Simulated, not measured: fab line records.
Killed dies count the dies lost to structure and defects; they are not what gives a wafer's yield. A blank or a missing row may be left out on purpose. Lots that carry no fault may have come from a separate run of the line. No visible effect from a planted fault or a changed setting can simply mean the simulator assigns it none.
Comparing a struck lot with a sound one    flow gf180mcu    14 steps out of a route of 602
Sound: the wafers L342.1, L342.5, L342.6. The struck wafers were L351.3, L351.5, L351.6. The cause comes at the end.
For every step that has rows: the tool of each side, followed by ch and its chambers, followed by its first start. Under that, the readings that differ: sound wafers    struck wafers    difference of the means    sigmas: that difference in standard deviations of wafers without a fault.
alike: a reading whose means differ by less than 2 such deviations, as well as words and numbers matching on both sides. not compared: withheld readings; readings where some wafer has no value; bounds like >300 that might hide an equal value; numbers whose values overlap and for which the record gives no deviation.
The two part at a step that has a row with sigmas, a row that says differs or no value, or rows on one side only. Numbers that don't overlap but have no deviation are shown without sigmas and don't part them. A reading missing from all wafers of one side parts the sides only when that side holds two or more wafers.

first, 8 steps without rows for these wafers: GF_V2_DEHYDRATE_06 (time 60 s); GF_V2_HMDS_07 (prime time 60 s); GF_V2_COAT_08; GF_V2_COAT_09 (resist thk 1000 nm); GF_V2_SOFTBAKE_10 (time 60 s); GF_V2_EXPOSE_11 (exposes mask Via2, target cd 260 nm); GF_V2_PEB_12 (peb time 90 s); GF_V2_DEVELOP_13 (develop time 60 s).
GF_V2_CD_MEAS_14: target cd 260 nm.
  struck on cdSem-01, day 24 22:44; sound on cdSem-01, day 22 00:34
  alike: cdNm
GF_V2_OVL_MEAS_15:
  struck on overlay-02, day 24 22:50; sound on overlay-01, day 22 00:41
  alike: V2_OVL
GF_V2_ETCH_16: etches BARC in N2/H2.
  sound on rieDiel-03 ch 1,2, day 22 00:43; struck on rieDiel-04 ch 0,1, day 24 22:51
  alike: drypumpMotorCurrentA, oesProductAu, throttleValvePct
GF_V2_ETCH_17: etches SiO2 in C4F8/O2/Ar, stops on TiN, target depth 630 nm.
  sound on rieDiel-03 ch 1,2; struck on rieDiel-04 ch 0,1
  alike: oesProductAu
GF_V2_STRIP_18: strips in O2/N2.
  sound on plasmaAsher-04 ch 0,1, day 22 00:51; struck on plasmaAsher-04 ch 0,1, day 24 23:01
  no value came back on the struck wafers for chamberPressureMTorr (mTorr), drypumpMotorCurrentA (A), heaterPowerW (W), oesProductAu (a.u.); on the sound wafers chamberPressureMTorr (mTorr) reads 1499.5 1500.0 1501.6
  not compared: rfHoursCounterH
then, 1 step without rows for these wafers: GF_V2_STRIP_19 (strips in post etch residue remover, time 1200 s).

## WHERE THEY PART
GF_V2_STRIP_18 only, going by this record.

WHY: whatever the simulator had introduced
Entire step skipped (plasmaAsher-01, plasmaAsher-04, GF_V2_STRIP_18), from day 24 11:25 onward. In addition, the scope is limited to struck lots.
